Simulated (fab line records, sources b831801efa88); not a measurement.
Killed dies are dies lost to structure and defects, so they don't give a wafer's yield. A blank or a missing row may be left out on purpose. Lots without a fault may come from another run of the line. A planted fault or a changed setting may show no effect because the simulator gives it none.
Which tool did it? | flow sky130 | 13 lots, 39 wafers sampled, at 4 steps of a route of 708

WHAT THE GAUGES READ, wafer by wafer
SKY_POLY_CUT_CD_MEAS_08: target cd 270 nm. Usual: cd_nm 269.9 nm, standard deviation 1.5.
lot  | measured     | on        | cd_nm (nm)        | flag
L612 | day 25 16:29 | cd_sem-01 | 269.5 271.7 272.4 |
L610 | day 25 19:07 | cd_sem-01 | 269.8 270.5 270.7 |
L614 | day 25 22:44 | cd_sem-02 | 271.0 270.8 272.4 |
L613 | day 26 02:08 | cd_sem-01 | 268.9 268.3 267.9 |
L617 | day 26 13:58 | cd_sem-01 | 267.5 267.6 269.2 |
L621 | day 28 16:10 | cd_sem-01 | 270.5 269.8 269.8 |
L620 | day 28 19:37 | cd_sem-01 | 272.3 271.9 270.9 |
L623 | day 29 01:03 | cd_sem-01 | 268.8 270.8 268.0 |
L622 | day 29 03:40 | cd_sem-02 | 272.7 273.4 273.0 |
L624 | day 29 19:31 | cd_sem-01 | 270.0 270.7 272.3 |
L628 | day 30 02:19 | cd_sem-02 | 271.0 270.3 269.9 |
L630 | day 31 17:11 | cd_sem-02 | 268.7 269.2 269.7 |
L633 | day 31 21:35 | cd_sem-01 | 270.5 268.4 269.2 |

SKY_LI_CONTACT_THK_MEAS_01. Usual: LI_CONTACT_HDPCVD_THK 890 nm, standard deviation 10.
lot  | measured     | on            | LI_CONTACT_HDPCVD_THK (nm) | flag
L612 | day 29 07:28 | film_metro-01 | 902 899 893                |
L610 | day 29 10:14 | film_metro-01 | 872 871 869                |
L614 | day 29 13:05 | film_metro-01 | 891 898 889                |
L613 | day 29 14:46 | film_metro-04 | 886 884 880                |
L617 | day 30 04:06 | film_metro-01 | 898 885 879                |
L621 | day 32 04:31 | film_metro-04 | 884 885 894                |
L620 | day 32 06:59 | film_metro-01 | 896 896 897                |
L623 | day 32 12:43 | film_metro-03 | 896 893 882                |
L622 | day 32 15:02 | film_metro-04 | 886 878 897                |
L624 | day 33 06:45 | film_metro-04 | 875 886 885                |
L628 | day 33 12:06 | film_metro-04 | 894 890 894                |
L630 | day 35 03:20 | film_metro-04 | 887 892 884                |
L633 | day 35 05:53 | film_metro-03 | 896 890 894                |

WHICH TOOL RAN EACH LOT (tool, then ch and the chambers of the sampled wafers, then the start)
lot  | SKY_LDD_LDN_EXPOSE_04               | SKY_POLY_CUT_STRIP_12
L612 | iline_stepper-02 ch 0, day 23 18:23 | plasma_asher-01 ch 0,1, day 25 16:42
L610 | iline_stepper-02 ch 0, day 23 19:36 | plasma_asher-03 ch 0,1, day 25 19:21
L614 | iline_stepper-01 ch 0, day 24 00:16 | plasma_asher-03 ch 0, day 25 22:57
L613 | iline_stepper-01 ch 0, day 24 01:52 | plasma_asher-04 ch 0,1, day 26 02:22
L617 | iline_stepper-02 ch 0, day 24 15:32 | plasma_asher-04 ch 0,1, day 26 14:13
L621 | iline_stepper-01 ch 0, day 26 17:36 | plasma_asher-03 ch 0,1, day 28 16:24
L620 | iline_stepper-01 ch 0, day 26 23:07 | plasma_asher-04 ch 0,1, day 28 19:52
L623 | iline_stepper-01 ch 0, day 27 05:39 | plasma_asher-03 ch 0,1, day 29 01:17
L622 | iline_stepper-01 ch 0, day 27 07:02 | plasma_asher-04 ch 0,1, day 29 03:55
L624 | iline_stepper-02 ch 0, day 27 21:58 | plasma_asher-03 ch 0,1, day 29 19:46
L628 | iline_stepper-01 ch 0, day 28 06:33 | plasma_asher-03 ch 0,1, day 30 02:34
L630 | iline_stepper-02 ch 0, day 29 19:16 | plasma_asher-03 ch 0,1, day 31 17:25
L633 | iline_stepper-02 ch 0, day 30 03:49 | plasma_asher-01 ch 0,1, day 31 21:49
- SKY_LDD_LDN_EXPOSE_04: exposes mask LDNTM, target cd 700 nm.
- SKY_POLY_CUT_STRIP_12: strips in O2/N2.

WHAT THE TOOLS THEMSELVES READ (means of the sampled wafers that have a number; where no wafer has one, the mark that the record gives instead)
SKY_LDD_LDN_EXPOSE_04. Usual: exposure_dose_mJ_cm2 140.00, standard deviation 0.13.
lot  | tool             | exposure_dose_mJ_cm2 | flag
L612 | iline_stepper-02 | 139.97               |
L610 | iline_stepper-02 | 140.11               |
L614 | iline_stepper-01 | 139.86               |
L613 | iline_stepper-01 | 140.11               |
L617 | iline_stepper-02 | 140.11               |
L621 | iline_stepper-01 | 140.02               |
L620 | iline_stepper-01 | 131.65               | OFF
L623 | iline_stepper-01 | 131.84               | OFF
L622 | iline_stepper-01 | 131.72               | OFF
L624 | iline_stepper-02 | 140.03               |
L628 | iline_stepper-01 | 131.70               | OFF
L630 | iline_stepper-02 | 139.97               |
L633 | iline_stepper-02 | 139.92               |

SKY_POLY_CUT_STRIP_12. Usual: drypump_motor_current_A 5.73 A, standard deviation 0.26; oes_product_au 0.452 a.u., standard deviation 0.0048; strip_time_to_endpoint_s 5.347 s, standard deviation 0.018.
lot  | tool            | drypump_motor_current_A (A) | oes_product_au (a.u.) | strip_time_to_endpoint_s (s) | flag
L612 | plasma_asher-01 | 5.76                        | 0.459                 | 5.354                        |
L610 | plasma_asher-03 | 5.53                        | 0.454                 | 5.348                        |
L614 | plasma_asher-03 | 6.01                        | 0.455                 | 5.345                        |
L613 | plasma_asher-04 | 5.87                        | 0.453                 | 5.346                        |
L617 | plasma_asher-04 | 5.73                        | 0.457                 | 5.346                        |
L621 | plasma_asher-03 | 5.51                        | 0.453                 | 5.326                        |
L620 | plasma_asher-04 | 5.71                        | 0.449                 | 5.343                        |
L623 | plasma_asher-03 | 5.53                        | 0.450                 | 5.354                        |
L622 | plasma_asher-04 | 5.86                        | 0.452                 | 5.330                        |
L624 | plasma_asher-03 | 5.79                        | 0.452                 | 5.357                        |
L628 | plasma_asher-03 | 5.51                        | 0.458                 | 5.394                        |
L630 | plasma_asher-03 | 5.77                        | 0.448                 | 5.336                        |
L633 | plasma_asher-01 | 5.79                        | 0.453                 | 5.368                        |

THE ANSWER, worked out from the rows above alone
Rule: a lot is off if the mean of its wafers that have a number lies more than 3 standard deviations from the usual mean. A lot without any number at a reading at which 4 lots or more have one is off too. The other lots that the step has rows for count as sound. The gauges are gone through in route order, then the tools' own readings, and for those a lot's mean is taken as printed above. The first step at which some lot is off is used, and at that step the reading that is off furthest; a lot without a number counts as furthest.
Off: L620, L623, L622, L628, at SKY_LDD_LDN_EXPOSE_04 (exposure_dose_mJ_cm2).
A tool fits if, at that step or a process step before it, it ran every lot that is off, and no sound lot after the first of them. One fits: iline_stepper-01 at SKY_LDD_LDN_EXPOSE_04. Its last sound lot is L621 (day 26 17:36), its first lot that is off L620 (day 26 23:07): a fault that began between those two fits.
The tool's own readings at SKY_LDD_LDN_EXPOSE_04 bear it out: on the lots that are off they differ by more than 5 times the standard deviation of the sound lots' means. exposure_dose_mJ_cm2 reads 131.73 there against 140.01 on the sound lots.

WHAT THE SIMULATOR HAD PUT IN
Process parameter drift: iline_stepper-01, from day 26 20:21 on, at SKY_LDD_LDN_EXPOSE_04. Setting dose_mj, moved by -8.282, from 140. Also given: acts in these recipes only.
Lots struck among those shown: L620, L623, L622, L628. The rule above found the same.
